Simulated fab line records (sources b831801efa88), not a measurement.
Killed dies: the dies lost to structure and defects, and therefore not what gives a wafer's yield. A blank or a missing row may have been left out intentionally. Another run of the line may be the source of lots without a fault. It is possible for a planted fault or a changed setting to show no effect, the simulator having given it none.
fab line records / flow gf180mcu
record: lots: 5 wafers: 15 last_day: 33
route steps=602 shown MVSD@77 MVPSD@78
lots that met no fault: taken from a fault-free run of the same line
start_h: start of the lot's first displayed wafer, in hours after the record's first day / wait_h: hours from the lot's prior step to this one / " same as the row above / L1.1+2: a row that stands for several wafers / - no value present, or no start provided / * or withheld: withheld / < > ~ a bound
route shown NAME@n: NAME is a module with steps in the file, n the number in the route of the first one / usual: mean and standard deviation over wafers with no fault / same: alike in all rows / chamber/n: place in a boat / sites: readings site by site / _std_site: the standard deviation of these / _edge_site: inner sites' mean taken away from outer sites' mean / radius_mm: how far each site lies from the wafer's centre / mask NAME#n: copy n / behind: the last tool/chamber to shape the wafer / hold: what put the lot on hold/how long, in hours/how the hold closed / device: names the non-switching transistor (n, p or np) / end of line: the same wafers' tests at the end of the route / step lacking rows: just its recipe / killed: the dies lost at the first sort to structure and to defects; this is not the yield of the wafer / map: the dies of a wafer, with x for killed, . for not killed, _ for no die there
set.NAME: setting as actually run; set.NAME@STEP: the setting as run at that earlier step / model.NAME: the simulator's own value behind a step, which no gauge read
lots at selected steps of the route; one table per step, one row per wafer
services: the hour from which a tool's chamber was out of use, counted from the record's first day as start_h (under 0 if before that day), plus the number of hours and why
== steps ==
step: GF_MVSD_TW_MEAS_11
usual: MVSD_TW: 1585/9.6
lot.wafer=L076.2 tool=film_metro-01 chamber=- start_h=95.54 wait_h=0.1 MVSD_TW=1575
lot.wafer=L076.3 tool=film_metro-01 chamber=- start_h=95.54 wait_h=0.1 MVSD_TW=1577
lot.wafer=L076.5 tool=film_metro-01 chamber=- start_h=95.54 wait_h=0.1 MVSD_TW=1568
lot.wafer=L079.1 tool=film_metro-02 chamber=- start_h=110.27 wait_h=0.1 MVSD_TW=1598
lot.wafer=L079.2 tool=film_metro-02 chamber=- start_h=110.27 wait_h=0.1 MVSD_TW=1595
lot.wafer=L079.6 tool=film_metro-02 chamber=- start_h=110.27 wait_h=0.1 MVSD_TW=1601
lot.wafer=L086.1 tool=film_metro-01 chamber=- start_h=150.84 wait_h=0.1 MVSD_TW=1585
lot.wafer=L086.4 tool=film_metro-01 chamber=- start_h=150.84 wait_h=0.1 MVSD_TW=1589
lot.wafer=L086.5 tool=film_metro-01 chamber=- start_h=150.84 wait_h=0.1 MVSD_TW=1586
lot.wafer=L091.2 tool=film_metro-01 chamber=- start_h=179.63 wait_h=0.1 MVSD_TW=1590
lot.wafer=L091.5 tool=film_metro-01 chamber=- start_h=179.63 wait_h=0.1 MVSD_TW=1579
lot.wafer=L091.6 tool=film_metro-01 chamber=- start_h=179.63 wait_h=0.1 MVSD_TW=1582
lot.wafer=L093.2 tool=film_metro-03 chamber=- start_h=192.48 wait_h=0.1 MVSD_TW=1581
lot.wafer=L093.4 tool=film_metro-03 chamber=- start_h=192.48 wait_h=0.1 MVSD_TW=1587
lot.wafer=L093.5 tool=film_metro-03 chamber=- start_h=192.48 wait_h=0.1 MVSD_TW=1580
step: GF_MVPSD_DEHYDRATE_00
recipe: temp_c: 200 time_s: 60
usual: chill_plate_temp_C: 22.99/0.1 resist_line_temp_C: 22.99/0.12
lot.wafer=L076.2 tool=litho_track-04 chamber=0 start_h=102.21 wait_h=6.7 chill_plate_temp_C=22.99 resist_line_temp_C=23.13
lot.wafer=L076.3 tool=litho_track-04 chamber=0 start_h=102.21 wait_h=6.7 chill_plate_temp_C=23.04 resist_line_temp_C=22.92
lot.wafer=L076.5 tool=litho_track-04 chamber=0 start_h=102.21 wait_h=6.7 chill_plate_temp_C=22.95 resist_line_temp_C=23.06
lot.wafer=L079.1 tool=litho_track-04 chamber=0 start_h=116.49 wait_h=6.2 chill_plate_temp_C=23.12 resist_line_temp_C=22.82
lot.wafer=L079.2 tool=litho_track-04 chamber=0 start_h=116.49 wait_h=6.2 chill_plate_temp_C=22.94 resist_line_temp_C=23.08
lot.wafer=L079.6 tool=litho_track-04 chamber=0 start_h=116.49 wait_h=6.2 chill_plate_temp_C=23.00 resist_line_temp_C=22.97
lot.wafer=L086.1 tool=litho_track-04 chamber=0 start_h=157.93 wait_h=7.1 chill_plate_temp_C=23.04 resist_line_temp_C=23.12
lot.wafer=L086.4 tool=litho_track-04 chamber=0 start_h=157.93 wait_h=7.1 chill_plate_temp_C=23.04 resist_line_temp_C=22.99
lot.wafer=L086.5 tool=litho_track-04 chamber=0 start_h=157.93 wait_h=7.1 chill_plate_temp_C=22.97 resist_line_temp_C=23.04
lot.wafer=L091.2 tool=litho_track-01 chamber=0 start_h=187.52 wait_h=7.9 chill_plate_temp_C=23.03 resist_line_temp_C=23.16
lot.wafer=L091.5 tool=litho_track-01 chamber=0 start_h=187.52 wait_h=7.9 chill_plate_temp_C=23.01 resist_line_temp_C=23.18
lot.wafer=L091.6 tool=litho_track-01 chamber=0 start_h=187.52 wait_h=7.9 chill_plate_temp_C=23.17 resist_line_temp_C=23.20
lot.wafer=L093.2 tool=litho_track-01 chamber=0 start_h=200.22 wait_h=7.7 chill_plate_temp_C=22.97 resist_line_temp_C=22.97
lot.wafer=L093.4 tool=litho_track-01 chamber=0 start_h=200.22 wait_h=7.7 chill_plate_temp_C=23.00 resist_line_temp_C=23.03
lot.wafer=L093.5 tool=litho_track-01 chamber=0 start_h=200.22 wait_h=7.7 chill_plate_temp_C=23.07 resist_line_temp_C=22.94
step: GF_MVPSD_HMDS_01
recipe: prime_time_s: 60 prime_temp_c: 120
usual: chill_plate_temp_C: 23.00/0.099 resist_line_temp_C: 23.00/0.091
lot.wafer=L076.2 tool=litho_track-04 chamber=0 start_h=102.36 wait_h=0.1 chill_plate_temp_C=22.86 resist_line_temp_C=23.03
lot.wafer=L076.3 tool=litho_track-04 chamber=0 start_h=102.36 wait_h=0.1 chill_plate_temp_C=22.85 resist_line_temp_C=22.98
lot.wafer=L076.5 tool=litho_track-04 chamber=0 start_h=102.36 wait_h=0.1 chill_plate_temp_C=23.04 resist_line_temp_C=23.10
lot.wafer=L079.1 tool=litho_track-04 chamber=0 start_h=116.64 wait_h=0.1 chill_plate_temp_C=23.00 resist_line_temp_C=22.88
lot.wafer=L079.2 tool=litho_track-04 chamber=0 start_h=116.64 wait_h=0.1 chill_plate_temp_C=22.96 resist_line_temp_C=22.89
lot.wafer=L079.6 tool=litho_track-04 chamber=0 start_h=116.64 wait_h=0.1 chill_plate_temp_C=23.14 resist_line_temp_C=22.95
lot.wafer=L086.1 tool=litho_track-04 chamber=0 start_h=158.08 wait_h=0.1 chill_plate_temp_C=22.96 resist_line_temp_C=23.14
lot.wafer=L086.4 tool=litho_track-04 chamber=0 start_h=158.08 wait_h=0.1 chill_plate_temp_C=22.97 resist_line_temp_C=23.15
lot.wafer=L086.5 tool=litho_track-04 chamber=0 start_h=158.08 wait_h=0.1 chill_plate_temp_C=23.09 resist_line_temp_C=23.12
lot.wafer=L091.2 tool=litho_track-01 chamber=0 start_h=187.67 wait_h=0.1 chill_plate_temp_C=23.08 resist_line_temp_C=23.01
lot.wafer=L091.5 tool=litho_track-01 chamber=0 start_h=187.67 wait_h=0.1 chill_plate_temp_C=23.00 resist_line_temp_C=23.05
lot.wafer=L091.6 tool=litho_track-01 chamber=0 start_h=187.67 wait_h=0.1 chill_plate_temp_C=22.98 resist_line_temp_C=23.04
lot.wafer=L093.2 tool=litho_track-01 chamber=0 start_h=200.37 wait_h=0.1 chill_plate_temp_C=23.02 resist_line_temp_C=23.04
lot.wafer=L093.4 tool=litho_track-01 chamber=0 start_h=200.37 wait_h=0.1 chill_plate_temp_C=23.12 resist_line_temp_C=23.02
lot.wafer=L093.5 tool=litho_track-01 chamber=0 start_h=200.37 wait_h=0.1 chill_plate_temp_C=23.13 resist_line_temp_C=22.88
step: GF_MVPSD_COAT_02
recipe: spin_rpm: 2000 resist_thk_nm: 3000
usual: chill_plate_temp_C: 22.98/0.098 resist_line_temp_C: 23.01/0.098
lot.wafer=L076.2 tool=litho_track-04 chamber=0 start_h=102.51 wait_h=0.1 chill_plate_temp_C=23.02 resist_line_temp_C=23.10
lot.wafer=L076.3 tool=litho_track-04 chamber=0 start_h=102.51 wait_h=0.1 chill_plate_temp_C=22.96 resist_line_temp_C=23.11
lot.wafer=L076.5 tool=litho_track-04 chamber=0 start_h=102.51 wait_h=0.1 chill_plate_temp_C=22.87 resist_line_temp_C=22.86
lot.wafer=L079.1 tool=litho_track-04 chamber=0 start_h=116.79 wait_h=0.1 chill_plate_temp_C=22.79 resist_line_temp_C=22.95
lot.wafer=L079.2 tool=litho_track-04 chamber=0 start_h=116.79 wait_h=0.1 chill_plate_temp_C=22.94 resist_line_temp_C=23.02
lot.wafer=L079.6 tool=litho_track-04 chamber=0 start_h=116.79 wait_h=0.1 chill_plate_temp_C=23.03 resist_line_temp_C=23.09
lot.wafer=L086.1 tool=litho_track-04 chamber=0 start_h=158.23 wait_h=0.1 chill_plate_temp_C=23.00 resist_line_temp_C=23.12
lot.wafer=L086.4 tool=litho_track-04 chamber=0 start_h=158.23 wait_h=0.1 chill_plate_temp_C=23.06 resist_line_temp_C=23.00
lot.wafer=L086.5 tool=litho_track-04 chamber=0 start_h=158.23 wait_h=0.1 chill_plate_temp_C=22.86 resist_line_temp_C=23.04
lot.wafer=L091.2 tool=litho_track-01 chamber=0 start_h=187.82 wait_h=0.1 chill_plate_temp_C=22.92 resist_line_temp_C=23.08
lot.wafer=L091.5 tool=litho_track-01 chamber=0 start_h=187.82 wait_h=0.1 chill_plate_temp_C=23.01 resist_line_temp_C=23.20
lot.wafer=L091.6 tool=litho_track-01 chamber=0 start_h=187.82 wait_h=0.1 chill_plate_temp_C=23.04 resist_line_temp_C=23.06
lot.wafer=L093.2 tool=litho_track-01 chamber=0 start_h=200.52 wait_h=0.1 chill_plate_temp_C=23.09 resist_line_temp_C=23.14
lot.wafer=L093.4 tool=litho_track-01 chamber=0 start_h=200.52 wait_h=0.1 chill_plate_temp_C=22.97 resist_line_temp_C=23.19
lot.wafer=L093.5 tool=litho_track-01 chamber=0 start_h=200.52 wait_h=0.1 chill_plate_temp_C=23.07 resist_line_temp_C=23.26
step: GF_MVPSD_SOFTBAKE_03
recipe: temp_c: 110 time_s: withheld
usual: chill_plate_temp_C: 23.00/0.11 resist_line_temp_C: 23.03/0.095
lot.wafer=L076.2 tool=litho_track-04 chamber=0 start_h=102.67 wait_h=0.1 chill_plate_temp_C=23.13 resist_line_temp_C=23.05
lot.wafer=L076.3 tool=litho_track-04 chamber=0 start_h=102.67 wait_h=0.1 chill_plate_temp_C=23.19 resist_line_temp_C=23.12
lot.wafer=L076.5 tool=litho_track-04 chamber=0 start_h=102.67 wait_h=0.1 chill_plate_temp_C=23.10 resist_line_temp_C=23.02
lot.wafer=L079.1 tool=litho_track-04 chamber=0 start_h=116.94 wait_h=0.1 chill_plate_temp_C=23.02 resist_line_temp_C=23.03
lot.wafer=L079.2 tool=litho_track-04 chamber=0 start_h=116.94 wait_h=0.1 chill_plate_temp_C=22.83 resist_line_temp_C=22.95
lot.wafer=L079.6 tool=litho_track-04 chamber=0 start_h=116.94 wait_h=0.1 chill_plate_temp_C=22.94 resist_line_temp_C=23.03
lot.wafer=L086.1 tool=litho_track-04 chamber=0 start_h=158.38 wait_h=0.1 chill_plate_temp_C=22.81 resist_line_temp_C=23.14
lot.wafer=L086.4 tool=litho_track-04 chamber=0 start_h=158.38 wait_h=0.1 chill_plate_temp_C=22.88 resist_line_temp_C=22.93
lot.wafer=L086.5 tool=litho_track-04 chamber=0 start_h=158.38 wait_h=0.1 chill_plate_temp_C=22.88 resist_line_temp_C=23.07
lot.wafer=L091.2 tool=litho_track-01 chamber=0 start_h=187.98 wait_h=0.1 chill_plate_temp_C=22.87 resist_line_temp_C=23.09
lot.wafer=L091.5 tool=litho_track-01 chamber=0 start_h=187.98 wait_h=0.1 chill_plate_temp_C=22.96 resist_line_temp_C=23.13
lot.wafer=L091.6 tool=litho_track-01 chamber=0 start_h=187.98 wait_h=0.1 chill_plate_temp_C=23.00 resist_line_temp_C=23.18
lot.wafer=L093.2 tool=litho_track-01 chamber=0 start_h=200.68 wait_h=0.1 chill_plate_temp_C=22.88 resist_line_temp_C=23.09
lot.wafer=L093.4 tool=litho_track-01 chamber=0 start_h=200.68 wait_h=0.1 chill_plate_temp_C=22.84 resist_line_temp_C=23.16
lot.wafer=L093.5 tool=litho_track-01 chamber=0 start_h=200.68 wait_h=0.1 chill_plate_temp_C=22.98 resist_line_temp_C=23.04
step: GF_MVPSD_EXPOSE_04
recipe: mask_id: MVPSD target_cd_nm: 1000 na: 0.6 source_shape: conventional sigma_outer: 0.6 dose_mj: 260
lot.wafer=L076.2+3+5 tool=iline_stepper-01 chamber=0 start_h=- wait_h=- mask=MVPSD#0
lot.wafer=L079.1+2+6 tool=iline_stepper-02 chamber=0 start_h=- wait_h=- mask=MVPSD#0
lot.wafer=L086.1+4+5 tool=iline_stepper-01 chamber=0 start_h=- wait_h=- mask=MVPSD#0
lot.wafer=L091.2+5+6 tool=iline_stepper-01 chamber=0 start_h=- wait_h=- mask=MVPSD#0
lot.wafer=L093.2+4+5 tool=iline_stepper-02 chamber=0 start_h=- wait_h=- mask=MVPSD#0
step: GF_MVPSD_PEB_05
recipe: temp_c: 115 time_s: withheld
usual: chill_plate_temp_C: 22.98/0.11 resist_line_temp_C: 23.01/0.11
lot.wafer=L076.2 tool=litho_track-02 chamber=0 start_h=- wait_h=- chill_plate_temp_C=22.77 resist_line_temp_C=22.93
lot.wafer=L076.3 tool=litho_track-02 chamber=0 start_h=- wait_h=- chill_plate_temp_C=22.97 resist_line_temp_C=22.97
lot.wafer=L076.5 tool=litho_track-02 chamber=0 start_h=- wait_h=- chill_plate_temp_C=22.78 resist_line_temp_C=23.01
lot.wafer=L079.1 tool=litho_track-04 chamber=0 start_h=- wait_h=- chill_plate_temp_C=23.08 resist_line_temp_C=22.89
lot.wafer=L079.2 tool=litho_track-04 chamber=0 start_h=- wait_h=- chill_plate_temp_C=23.05 resist_line_temp_C=22.95
lot.wafer=L079.6 tool=litho_track-04 chamber=0 start_h=- wait_h=- chill_plate_temp_C=23.00 resist_line_temp_C=22.93
lot.wafer=L086.1 tool=litho_track-02 chamber=0 start_h=- wait_h=- chill_plate_temp_C=23.06 resist_line_temp_C=22.92
lot.wafer=L086.4 tool=litho_track-02 chamber=0 start_h=- wait_h=- chill_plate_temp_C=23.12 resist_line_temp_C=23.10
lot.wafer=L086.5 tool=litho_track-02 chamber=0 start_h=- wait_h=- chill_plate_temp_C=22.98 resist_line_temp_C=22.94
lot.wafer=L091.2 tool=litho_track-02 chamber=0 start_h=- wait_h=- chill_plate_temp_C=23.25 resist_line_temp_C=23.09
lot.wafer=L091.5 tool=litho_track-02 chamber=0 start_h=- wait_h=- chill_plate_temp_C=23.28 resist_line_temp_C=23.11
lot.wafer=L091.6 tool=litho_track-02 chamber=0 start_h=- wait_h=- chill_plate_temp_C=23.13 resist_line_temp_C=23.11
lot.wafer=L093.2 tool=litho_track-01 chamber=0 start_h=- wait_h=- chill_plate_temp_C=23.01 resist_line_temp_C=22.92
lot.wafer=L093.4 tool=litho_track-01 chamber=0 start_h=- wait_h=- chill_plate_temp_C=23.07 resist_line_temp_C=22.91
lot.wafer=L093.5 tool=litho_track-01 chamber=0 start_h=- wait_h=- chill_plate_temp_C=22.88 resist_line_temp_C=22.91
step: GF_MVPSD_DEVELOP_06
recipe: wall_angle_deg: 90 develop_time_s: 60 dev_temp_c: 23
usual: chill_plate_temp_C: 22.98/0.11 resist_line_temp_C: 23.00/0.11
lot.wafer=L076.2 tool=litho_track-02 chamber=0 start_h=- wait_h=- chill_plate_temp_C=22.97 resist_line_temp_C=22.89
lot.wafer=L076.3 tool=litho_track-02 chamber=0 start_h=- wait_h=- chill_plate_temp_C=22.87 resist_line_temp_C=22.93
lot.wafer=L076.5 tool=litho_track-02 chamber=0 start_h=- wait_h=- chill_plate_temp_C=22.84 resist_line_temp_C=22.81
lot.wafer=L079.1 tool=litho_track-04 chamber=0 start_h=- wait_h=- chill_plate_temp_C=23.24 resist_line_temp_C=22.87
lot.wafer=L079.2 tool=litho_track-04 chamber=0 start_h=- wait_h=- chill_plate_temp_C=23.08 resist_line_temp_C=22.84
lot.wafer=L079.6 tool=litho_track-04 chamber=0 start_h=- wait_h=- chill_plate_temp_C=23.10 resist_line_temp_C=23.14
lot.wafer=L086.1 tool=litho_track-02 chamber=0 start_h=- wait_h=- chill_plate_temp_C=22.89 resist_line_temp_C=23.01
lot.wafer=L086.4 tool=litho_track-02 chamber=0 start_h=- wait_h=- chill_plate_temp_C=23.00 resist_line_temp_C=23.11
lot.wafer=L086.5 tool=litho_track-02 chamber=0 start_h=- wait_h=- chill_plate_temp_C=22.91 resist_line_temp_C=23.07
lot.wafer=L091.2 tool=litho_track-02 chamber=0 start_h=- wait_h=- chill_plate_temp_C=22.93 resist_line_temp_C=22.95
lot.wafer=L091.5 tool=litho_track-02 chamber=0 start_h=- wait_h=- chill_plate_temp_C=22.87 resist_line_temp_C=23.19
lot.wafer=L091.6 tool=litho_track-02 chamber=0 start_h=- wait_h=- chill_plate_temp_C=23.11 resist_line_temp_C=22.96
lot.wafer=L093.2 tool=litho_track-01 chamber=0 start_h=- wait_h=- chill_plate_temp_C=23.24 resist_line_temp_C=22.88
lot.wafer=L093.4 tool=litho_track-01 chamber=0 start_h=- wait_h=- chill_plate_temp_C=23.00 resist_line_temp_C=23.08
lot.wafer=L093.5 tool=litho_track-01 chamber=0 start_h=- wait_h=- chill_plate_temp_C=22.96 resist_line_temp_C=22.84
step: GF_MVPSD_OVL_MEAS_07
usual: MVPSD_OVL: -0.5/1.5
lot.wafer=L076.2 tool=overlay-01 chamber=- start_h=109.56 wait_h=- MVPSD_OVL[nm]=1.5
lot.wafer=L076.3 tool=overlay-01 chamber=- start_h=109.56 wait_h=- MVPSD_OVL[nm]=0.2
lot.wafer=L076.5 tool=overlay-01 chamber=- start_h=109.56 wait_h=- MVPSD_OVL[nm]=-0.3
lot.wafer=L079.1 tool=overlay-01 chamber=- start_h=123.89 wait_h=- MVPSD_OVL[nm]=1.1
lot.wafer=L079.2 tool=overlay-01 chamber=- start_h=123.89 wait_h=- MVPSD_OVL[nm]=0.5
lot.wafer=L079.6 tool=overlay-01 chamber=- start_h=123.89 wait_h=- MVPSD_OVL[nm]=2.0
lot.wafer=L086.1 tool=overlay-01 chamber=- start_h=166.55 wait_h=- MVPSD_OVL[nm]=0.0
lot.wafer=L086.4 tool=overlay-01 chamber=- start_h=166.55 wait_h=- MVPSD_OVL[nm]=-0.8
lot.wafer=L086.5 tool=overlay-01 chamber=- start_h=166.55 wait_h=- MVPSD_OVL[nm]=2.1
lot.wafer=L091.2 tool=overlay-02 chamber=- start_h=196.46 wait_h=- MVPSD_OVL[nm]=0.8
lot.wafer=L091.5 tool=overlay-02 chamber=- start_h=196.46 wait_h=- MVPSD_OVL[nm]=1.2
lot.wafer=L091.6 tool=overlay-02 chamber=- start_h=196.46 wait_h=- MVPSD_OVL[nm]=1.0
lot.wafer=L093.2 tool=overlay-02 chamber=- start_h=209.35 wait_h=- MVPSD_OVL[nm]=-1.3
lot.wafer=L093.4 tool=overlay-02 chamber=- start_h=209.35 wait_h=- MVPSD_OVL[nm]=-0.5
lot.wafer=L093.5 tool=overlay-02 chamber=- start_h=209.35 wait_h=- MVPSD_OVL[nm]=-1.9
step: GF_MVPSD_IMPLANT_08
recipe: species: B energy_kev: 170 dose_cm2: 1.5e+13 tilt_deg: 0
usual: dose_ions_cm2: 1.5e+13/1.7e+10
lot.wafer=L076.2 tool=implanter-04 chamber=0 start_h=109.61 wait_h=0.0 dose_ions_cm2=1.499e+13
lot.wafer=L076.3 tool=implanter-04 chamber=0 start_h=109.61 wait_h=0.0 dose_ions_cm2=1.4987e+13
lot.wafer=L076.5 tool=implanter-04 chamber=0 start_h=109.61 wait_h=0.0 dose_ions_cm2=1.4977e+13
lot.wafer=L079.1 tool=implanter-01 chamber=0 start_h=123.93 wait_h=0.0 dose_ions_cm2=1.4971e+13
lot.wafer=L079.2 tool=implanter-01 chamber=0 start_h=123.93 wait_h=0.0 dose_ions_cm2=1.4991e+13
lot.wafer=L079.6 tool=implanter-01 chamber=0 start_h=123.93 wait_h=0.0 dose_ions_cm2=1.4992e+13
lot.wafer=L086.1 tool=implanter-04 chamber=0 start_h=166.59 wait_h=0.0 dose_ions_cm2=1.5007e+13
lot.wafer=L086.4 tool=implanter-04 chamber=0 start_h=166.59 wait_h=0.0 dose_ions_cm2=1.5041e+13
lot.wafer=L086.5 tool=implanter-04 chamber=0 start_h=166.59 wait_h=0.0 dose_ions_cm2=1.5015e+13
lot.wafer=L091.2 tool=implanter-03 chamber=0 start_h=196.51 wait_h=0.0 dose_ions_cm2=1.4995e+13
lot.wafer=L091.5 tool=implanter-03 chamber=0 start_h=196.51 wait_h=0.0 dose_ions_cm2=1.4995e+13
lot.wafer=L091.6 tool=implanter-03 chamber=0 start_h=196.51 wait_h=0.0 dose_ions_cm2=1.499e+13
lot.wafer=L093.2 tool=implanter-03 chamber=0 start_h=209.40 wait_h=0.0 dose_ions_cm2=1.4991e+13
lot.wafer=L093.4 tool=implanter-03 chamber=0 start_h=209.40 wait_h=0.0 dose_ions_cm2=1.4966e+13
lot.wafer=L093.5 tool=implanter-03 chamber=0 start_h=209.40 wait_h=0.0 dose_ions_cm2=1.5006e+13
step: GF_MVPSD_IMPLANT_09
recipe: species: B energy_kev: 40 dose_cm2: 5e+12 tilt_deg: 0
usual: dose_ions_cm2: 5e+12/5.4e+09
lot.wafer=L076.2 tool=implanter-04 chamber=0 start_h=109.76 wait_h=0.1 dose_ions_cm2=4.999e+12
lot.wafer=L076.3 tool=implanter-04 chamber=0 start_h=109.76 wait_h=0.1 dose_ions_cm2=5e+12
lot.wafer=L076.5 tool=implanter-04 chamber=0 start_h=109.76 wait_h=0.1 dose_ions_cm2=5.001e+12
lot.wafer=L079.1 tool=implanter-01 chamber=0 start_h=124.08 wait_h=0.1 dose_ions_cm2=4.994e+12
lot.wafer=L079.2 tool=implanter-01 chamber=0 start_h=124.08 wait_h=0.1 dose_ions_cm2=4.994e+12
lot.wafer=L079.6 tool=implanter-01 chamber=0 start_h=124.08 wait_h=0.1 dose_ions_cm2=4.993e+12
lot.wafer=L086.1 tool=implanter-04 chamber=0 start_h=166.74 wait_h=0.1 dose_ions_cm2=4.997e+12
lot.wafer=L086.4 tool=implanter-04 chamber=0 start_h=166.74 wait_h=0.1 dose_ions_cm2=5.005e+12
lot.wafer=L086.5 tool=implanter-04 chamber=0 start_h=166.74 wait_h=0.1 dose_ions_cm2=4.998e+12
lot.wafer=L091.2 tool=implanter-03 chamber=0 start_h=196.66 wait_h=0.1 dose_ions_cm2=5.002e+12
lot.wafer=L091.5 tool=implanter-03 chamber=0 start_h=196.66 wait_h=0.1 dose_ions_cm2=5.008e+12
lot.wafer=L091.6 tool=implanter-03 chamber=0 start_h=196.66 wait_h=0.1 dose_ions_cm2=4.998e+12
lot.wafer=L093.2 tool=implanter-03 chamber=0 start_h=209.55 wait_h=0.1 dose_ions_cm2=5e+12
lot.wafer=L093.4 tool=implanter-03 chamber=0 start_h=209.55 wait_h=0.1 dose_ions_cm2=4.998e+12
lot.wafer=L093.5 tool=implanter-03 chamber=0 start_h=209.55 wait_h=0.1 dose_ions_cm2=4.991e+12
step: GF_MVPSD_STRIP_10
recipe: chemistry: O2/N2 power_w: 1400 pressure_mtorr: 1500 platen_temp_c: 250 o2_flow_sccm: 3000 n2_flow_sccm: 300 overash_fraction: 0.5
usual: drypump_motor_current_A: 5.5/0.63 heater_power_w: 348/26 oes_product_au: 0.722/0.0045 strip_time_to_endpoint_s: 36.94/0.091
lot.wafer=L076.2 tool=plasma_asher-04 chamber=1 start_h=109.89 wait_h=0.1 drypump_motor_current_A=5.1 heater_power_w=377 oes_product_au=0.717 rf_hours_counter_h=32 strip_time_to_endpoint_s=37.01
lot.wafer=L076.3 tool=plasma_asher-04 chamber=1 start_h=109.89 wait_h=0.1 drypump_motor_current_A=5.1 heater_power_w=377 oes_product_au=0.726 rf_hours_counter_h=- strip_time_to_endpoint_s=36.83
lot.wafer=L076.5 tool=plasma_asher-04 chamber=1 start_h=109.89 wait_h=0.1 drypump_motor_current_A=5.1 heater_power_w=377 oes_product_au=0.732 rf_hours_counter_h=- strip_time_to_endpoint_s=37.06
lot.wafer=L079.1 tool=plasma_asher-02 chamber=1 start_h=124.23 wait_h=0.1 drypump_motor_current_A=5.7 heater_power_w=340 oes_product_au=0.713 rf_hours_counter_h=1 strip_time_to_endpoint_s=36.83
lot.wafer=L079.2 tool=plasma_asher-02 chamber=0 start_h=124.23 wait_h=0.1 drypump_motor_current_A=6.6 heater_power_w=366 oes_product_au=0.730 rf_hours_counter_h=1 strip_time_to_endpoint_s=36.99
lot.wafer=L079.6 tool=plasma_asher-02 chamber=1 start_h=124.23 wait_h=0.1 drypump_motor_current_A=5.7 heater_power_w=327 oes_product_au=0.730 rf_hours_counter_h=- strip_time_to_endpoint_s=36.76
lot.wafer=L086.1 tool=plasma_asher-02 chamber=0 start_h=166.89 wait_h=0.1 drypump_motor_current_A=6.6 heater_power_w=365 oes_product_au=0.722 rf_hours_counter_h=5 strip_time_to_endpoint_s=36.73
lot.wafer=L086.4 tool=plasma_asher-02 chamber=0 start_h=166.89 wait_h=0.1 drypump_motor_current_A=6.6 heater_power_w=370 oes_product_au=0.724 rf_hours_counter_h=- strip_time_to_endpoint_s=36.75
lot.wafer=L086.5 tool=plasma_asher-02 chamber=1 start_h=166.89 wait_h=0.1 drypump_motor_current_A=5.7 heater_power_w=340 oes_product_au=0.719 rf_hours_counter_h=- strip_time_to_endpoint_s=36.81
lot.wafer=L091.2 tool=plasma_asher-04 chamber=0 start_h=196.79 wait_h=0.1 drypump_motor_current_A=4.9 heater_power_w=335 oes_product_au=0.721 rf_hours_counter_h=41 strip_time_to_endpoint_s=37.02
lot.wafer=L091.5 tool=plasma_asher-04 chamber=0 start_h=196.79 wait_h=0.1 drypump_motor_current_A=4.9 heater_power_w=344 oes_product_au=0.719 rf_hours_counter_h=- strip_time_to_endpoint_s=36.95
lot.wafer=L091.6 tool=plasma_asher-04 chamber=1 start_h=196.79 wait_h=0.1 drypump_motor_current_A=5.1 heater_power_w=384 oes_product_au=0.720 rf_hours_counter_h=- strip_time_to_endpoint_s=36.83
lot.wafer=L093.2 tool=plasma_asher-01 chamber=1 start_h=209.68 wait_h=0.1 drypump_motor_current_A=5.4 heater_power_w=361 oes_product_au=0.725 rf_hours_counter_h=53 strip_time_to_endpoint_s=37.00
lot.wafer=L093.4 tool=plasma_asher-01 chamber=1 start_h=209.68 wait_h=0.1 drypump_motor_current_A=5.3 heater_power_w=367 oes_product_au=0.725 rf_hours_counter_h=- strip_time_to_endpoint_s=36.99
lot.wafer=L093.5 tool=plasma_asher-01 chamber=0 start_h=209.68 wait_h=0.1 drypump_motor_current_A=5.1 heater_power_w=294 oes_product_au=0.718 rf_hours_counter_h=- strip_time_to_endpoint_s=36.75
== services ==
tool=iline_stepper-02 chamber=- start_h=79.09 hours=1.7 kind=pm
tool=implanter-01 chamber=- start_h=95.99 hours=2.9 kind=repair
tool=plasma_asher-02 chamber=- start_h=108.75 hours=9.0 kind=pm
tool=plasma_asher-02 chamber=0 start_h=108.75 hours=9.0 kind=vent_cycle
tool=plasma_asher-02 chamber=1 start_h=108.75 hours=9.0 kind=vent_cycle
tool=iline_stepper-01 chamber=- start_h=111.03 hours=1.2 kind=repair
tool=plasma_asher-02 chamber=0 start_h=117.75 hours=- kind=clean
tool=plasma_asher-02 chamber=1 start_h=117.75 hours=- kind=clean
tool=implanter-04 chamber=- start_h=120.37 hours=2.8 kind=repair
tool=implanter-04 chamber=- start_h=145.47 hours=2.8 kind=repair
tool=plasma_asher-02 chamber=- start_h=159.38 hours=2.8 kind=pm
tool=plasma_asher-04 chamber=- start_h=161.70 hours=2.4 kind=repair
tool=implanter-01 chamber=- start_h=167.91 hours=3.9 kind=repair
tool=implanter-04 chamber=- start_h=183.27 hours=13.6 kind=repair
tool=implanter-04 chamber=- start_h=195.24 hours=0.5 kind=repair
tool=implanter-01 chamber=- start_h=205.02 hours=3.3 kind=pm
== key ==
fault none
